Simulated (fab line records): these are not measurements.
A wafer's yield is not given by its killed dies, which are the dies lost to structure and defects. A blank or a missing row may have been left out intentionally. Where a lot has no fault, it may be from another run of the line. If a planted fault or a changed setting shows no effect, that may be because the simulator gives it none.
Which of the tools did it? || flow sky130 || 39 wafers from 13 lots sampled at 4 of the route's 708 steps

## WHAT EACH GAUGE READ, for each wafer
SKY_PASSIVATION_THK_MEAS_01.
{"lot": "L779", "measured": "day 44 06:39", "on": "filmMetro-03", "PASSIVATION_CVD_00_THK (nm)": "89.9 89.8 91.3"}
{"lot": "L780", "measured": "day 44 08:53", "on": "filmMetro-01", "PASSIVATION_CVD_00_THK (nm)": "91.3 92.2 93.7"}
{"lot": "L782", "measured": "day 45 06:11", "on": "filmMetro-01", "PASSIVATION_CVD_00_THK (nm)": "89.0 89.8 90.1"}
{"lot": "L783", "measured": "day 45 05:11", "on": "filmMetro-01", "PASSIVATION_CVD_00_THK (nm)": "89.3 91.5 90.3"}
{"lot": "L784", "measured": "day 45 13:38", "on": "filmMetro-01", "PASSIVATION_CVD_00_THK (nm)": "87.5 88.2 89.5"}
{"lot": "L786", "measured": "day 45 20:19", "on": "filmMetro-01", "PASSIVATION_CVD_00_THK (nm)": "91.2 91.1 93.0"}
{"lot": "L788", "measured": "day 46 07:13", "on": "filmMetro-01", "PASSIVATION_CVD_00_THK (nm)": "90.4 87.8 88.5"}
{"lot": "L794", "measured": "day 47 06:16", "on": "filmMetro-02", "PASSIVATION_CVD_00_THK (nm)": "88.2 90.4 89.7"}
{"lot": "L797", "measured": "day 48 13:47", "on": "filmMetro-03", "PASSIVATION_CVD_00_THK (nm)": "89.6 89.7 90.5"}
{"lot": "L798", "measured": "day 48 16:45", "on": "filmMetro-02", "PASSIVATION_CVD_00_THK (nm)": "89.3 89.9 91.5"}
{"lot": "L799", "measured": "day 48 17:16", "on": "filmMetro-03", "PASSIVATION_CVD_00_THK (nm)": "89.2 90.0 90.1"}
{"lot": "L800", "measured": "day 49 03:23", "on": "filmMetro-01", "PASSIVATION_CVD_00_THK (nm)": "89.0 91.5 90.3"}
{"lot": "L802", "measured": "day 49 05:35", "on": "filmMetro-03", "PASSIVATION_CVD_00_THK (nm)": "87.2 89.4 88.2"}

## WHICH TOOL RAN EACH LOT (tool, then ch and the chambers of the sampled wafers, then the start)
{"lot": "L779", "SKY_NWELL_STRIP_25": "plasmaAsher-03 ch 0,1, day 5 09:13", "SKY_METAL5_SPUTTER_04": "pvdSputter-01, day 43 07:50", "SKY_PASSIVATION_CVD_00": "pecvd-01 ch 0,1,2, day 44 06:37"}
{"lot": "L780", "SKY_NWELL_STRIP_25": "plasmaAsher-02 ch 0,1, day 5 15:13", "SKY_METAL5_SPUTTER_04": "pvdSputter-04, day 43 09:55", "SKY_PASSIVATION_CVD_00": "pecvd-04 ch 0,1,2, day 44 08:52"}
{"lot": "L782", "SKY_NWELL_STRIP_25": "plasmaAsher-04 ch 1, day 6 09:50", "SKY_METAL5_SPUTTER_04": "pvdSputter-04, day 44 06:50", "SKY_PASSIVATION_CVD_00": "pecvd-01 ch 0,1, day 45 06:10"}
{"lot": "L783", "SKY_NWELL_STRIP_25": "plasmaAsher-04 ch 0,1, day 6 14:22", "SKY_METAL5_SPUTTER_04": "pvdSputter-04, day 44 06:32", "SKY_PASSIVATION_CVD_00": "pecvd-01 ch 0,1,2, day 45 05:10"}
{"lot": "L784", "SKY_NWELL_STRIP_25": "plasmaAsher-04 ch 0,1, day 6 22:29", "SKY_METAL5_SPUTTER_04": "pvdSputter-02, day 44 15:40", "SKY_PASSIVATION_CVD_00": "pecvd-01 ch 0,1,2, day 45 13:37"}
{"lot": "L786", "SKY_NWELL_STRIP_25": "plasmaAsher-03 ch 0,1, day 7 08:52", "SKY_METAL5_SPUTTER_04": "pvdSputter-04, day 44 22:08", "SKY_PASSIVATION_CVD_00": "pecvd-04 ch 0,1, day 45 20:17"}
{"lot": "L788", "SKY_NWELL_STRIP_25": "plasmaAsher-04 ch 0,1, day 7 12:19", "SKY_METAL5_SPUTTER_04": "pvdSputter-04, day 45 09:08", "SKY_PASSIVATION_CVD_00": "pecvd-03 ch 0,1,2, day 46 07:10"}
{"lot": "L794", "SKY_NWELL_STRIP_25": "plasmaAsher-03 ch 0,1, day 8 23:47", "SKY_METAL5_SPUTTER_04": "pvdSputter-02, day 46 10:32", "SKY_PASSIVATION_CVD_00": "pecvd-03 ch 1,2, day 47 06:14"}
{"lot": "L797", "SKY_NWELL_STRIP_25": "plasmaAsher-03 ch 0,1, day 10 02:26", "SKY_METAL5_SPUTTER_04": "pvdSputter-02, day 47 18:33", "SKY_PASSIVATION_CVD_00": "pecvd-04 ch 0,2, day 48 13:46"}
{"lot": "L798", "SKY_NWELL_STRIP_25": "plasmaAsher-04 ch 0,1, day 10 06:03", "SKY_METAL5_SPUTTER_04": "pvdSputter-02, day 47 21:26", "SKY_PASSIVATION_CVD_00": "pecvd-03 ch 1,2, day 48 16:43"}
{"lot": "L799", "SKY_NWELL_STRIP_25": "plasmaAsher-04 ch 0,1, day 10 11:17", "SKY_METAL5_SPUTTER_04": "pvdSputter-01, day 47 21:44", "SKY_PASSIVATION_CVD_00": "pecvd-01 ch 0,1, day 48 17:14"}
{"lot": "L800", "SKY_NWELL_STRIP_25": "plasmaAsher-02 ch 0,1, day 10 20:49", "SKY_METAL5_SPUTTER_04": "pvdSputter-04, day 48 09:04", "SKY_PASSIVATION_CVD_00": "pecvd-01 ch 1,2, day 49 03:22"}
{"lot": "L802", "SKY_NWELL_STRIP_25": "plasmaAsher-04 ch 0,1, day 11 05:26", "SKY_METAL5_SPUTTER_04": "pvdSputter-02, day 48 11:36", "SKY_PASSIVATION_CVD_00": "pecvd-03 ch 0,1,2, day 49 05:34"}
- SKY_NWELL_STRIP_25: strips in O2/N2.
- SKY_METAL5_SPUTTER_04: material TiN, target thk 70 nm, time 58.3 s.
- SKY_PASSIVATION_CVD_00: deposits SiO2, target thk 90 nm.

## AS READ BY THE TOOLS THEMSELVES (means over the sampled wafers that have a number; for cases with no such wafer, the mark the record gives instead)
SKY_NWELL_STRIP_25.
{"lot": "L779", "tool": "plasmaAsher-03", "drypumpMotorCurrentA (A)": 5.5, "oesProductAu (a.u.)": 0.720, "stripTimeToEndpointS (s)": 36.76}
{"lot": "L780", "tool": "plasmaAsher-02", "drypumpMotorCurrentA (A)": 5.4, "oesProductAu (a.u.)": 0.725, "stripTimeToEndpointS (s)": 36.94}
{"lot": "L782", "tool": "plasmaAsher-04", "drypumpMotorCurrentA (A)": 6.5, "oesProductAu (a.u.)": 0.723, "stripTimeToEndpointS (s)": 36.89}
{"lot": "L783", "tool": "plasmaAsher-04", "drypumpMotorCurrentA (A)": 6.2, "oesProductAu (a.u.)": 0.721, "stripTimeToEndpointS (s)": 36.97}
{"lot": "L784", "tool": "plasmaAsher-04", "drypumpMotorCurrentA (A)": 6.3, "oesProductAu (a.u.)": 0.723, "stripTimeToEndpointS (s)": 36.75}
{"lot": "L786", "tool": "plasmaAsher-03", "drypumpMotorCurrentA (A)": 5.1, "oesProductAu (a.u.)": 0.718, "stripTimeToEndpointS (s)": 36.88}
{"lot": "L788", "tool": "plasmaAsher-04", "drypumpMotorCurrentA (A)": 6.2, "oesProductAu (a.u.)": 0.721, "stripTimeToEndpointS (s)": 36.94}
{"lot": "L794", "tool": "plasmaAsher-03", "drypumpMotorCurrentA (A)": 5.1, "oesProductAu (a.u.)": 0.721, "stripTimeToEndpointS (s)": 36.97}
{"lot": "L797", "tool": "plasmaAsher-03", "drypumpMotorCurrentA (A)": 5.5, "oesProductAu (a.u.)": 0.720, "stripTimeToEndpointS (s)": 36.79}
{"lot": "L798", "tool": "plasmaAsher-04", "drypumpMotorCurrentA (A)": 6.2, "oesProductAu (a.u.)": 0.722, "stripTimeToEndpointS (s)": 36.84}
{"lot": "L799", "tool": "plasmaAsher-04", "drypumpMotorCurrentA (A)": 6.2, "oesProductAu (a.u.)": 0.725, "stripTimeToEndpointS (s)": 36.88}
{"lot": "L800", "tool": "plasmaAsher-02", "drypumpMotorCurrentA (A)": 5.5, "oesProductAu (a.u.)": 0.726, "stripTimeToEndpointS (s)": 37.04}
{"lot": "L802", "tool": "plasmaAsher-04", "drypumpMotorCurrentA (A)": 6.3, "oesProductAu (a.u.)": 0.721, "stripTimeToEndpointS (s)": 37.08}

SKY_METAL5_SPUTTER_04.
{"lot": "L779", "tool": "pvdSputter-01", "chamberPressurePa (Pa)": 0.4003, "throttleValvePct (%)": 30.4}
{"lot": "L780", "tool": "pvdSputter-04", "chamberPressurePa (Pa)": 0.3992, "throttleValvePct (%)": 29.8}
{"lot": "L782", "tool": "pvdSputter-04", "chamberPressurePa (Pa)": 0.3996, "throttleValvePct (%)": 30.5}
{"lot": "L783", "tool": "pvdSputter-04", "chamberPressurePa (Pa)": 0.4001, "throttleValvePct (%)": 30.7}
{"lot": "L784", "tool": "pvdSputter-02", "chamberPressurePa (Pa)": 0.3992, "throttleValvePct (%)": 30.1}
{"lot": "L786", "tool": "pvdSputter-04", "chamberPressurePa (Pa)": 0.3998, "throttleValvePct (%)": 29.1}
{"lot": "L788", "tool": "pvdSputter-04", "chamberPressurePa (Pa)": 0.4003, "throttleValvePct (%)": 28.7}
{"lot": "L794", "tool": "pvdSputter-02", "chamberPressurePa (Pa)": 0.3998, "throttleValvePct (%)": 29.7}
{"lot": "L797", "tool": "pvdSputter-02", "chamberPressurePa (Pa)": 0.3998, "throttleValvePct (%)": 29.9}
{"lot": "L798", "tool": "pvdSputter-02", "chamberPressurePa (Pa)": 0.4009, "throttleValvePct (%)": 29.5}
{"lot": "L799", "tool": "pvdSputter-01", "chamberPressurePa (Pa)": 0.3998, "throttleValvePct (%)": 30.5}
{"lot": "L800", "tool": "pvdSputter-04", "chamberPressurePa (Pa)": 0.4006, "throttleValvePct (%)": 29.5}
{"lot": "L802", "tool": "pvdSputter-02", "chamberPressurePa (Pa)": 0.4003, "throttleValvePct (%)": 30.1}

SKY_PASSIVATION_CVD_00.
{"lot": "L779", "tool": "pecvd-01", "heaterPowerW (W)": 588}
{"lot": "L780", "tool": "pecvd-04", "heaterPowerW (W)": 636}
{"lot": "L782", "tool": "pecvd-01", "heaterPowerW (W)": 525}
{"lot": "L783", "tool": "pecvd-01", "heaterPowerW (W)": 586}
{"lot": "L784", "tool": "pecvd-01", "heaterPowerW (W)": 613}
{"lot": "L786", "tool": "pecvd-04", "heaterPowerW (W)": 605}
{"lot": "L788", "tool": "pecvd-03", "heaterPowerW (W)": 699}
{"lot": "L794", "tool": "pecvd-03", "heaterPowerW (W)": 746}
{"lot": "L797", "tool": "pecvd-04", "heaterPowerW (W)": 617}
{"lot": "L798", "tool": "pecvd-03", "heaterPowerW (W)": 655}
{"lot": "L799", "tool": "pecvd-01", "heaterPowerW (W)": 529}
{"lot": "L800", "tool": "pecvd-01", "heaterPowerW (W)": 619}
{"lot": "L802", "tool": "pecvd-03", "heaterPowerW (W)": 634}

## THE ANSWER, worked out from the rows above alone
Rule: the lots themselves supply what counts as usual. Put in order of their means at a reading, lots are off if they are a third of the lots or fewer, leave a main group of 4 or more, and stand apart from it by a gap of 3 or more times the standard deviation of the main group's means; of several such gaps the widest counts. Not used: any main group whose means are identical at the precision the tables above print for the reading. Also off: a lot with no number at a reading for which 4 or more lots have one. Any other lot the step has rows for is counted as sound. First the gauges in route order, then the tools' own readings, where a lot's mean is used as printed above. At the first step where some lot is off, the reading lying furthest off is the one used; lots without a number count as furthest.
Nothing can be told from this: no lot is off at any reading shown.

## WHAT THE SIMULATOR PUT IN
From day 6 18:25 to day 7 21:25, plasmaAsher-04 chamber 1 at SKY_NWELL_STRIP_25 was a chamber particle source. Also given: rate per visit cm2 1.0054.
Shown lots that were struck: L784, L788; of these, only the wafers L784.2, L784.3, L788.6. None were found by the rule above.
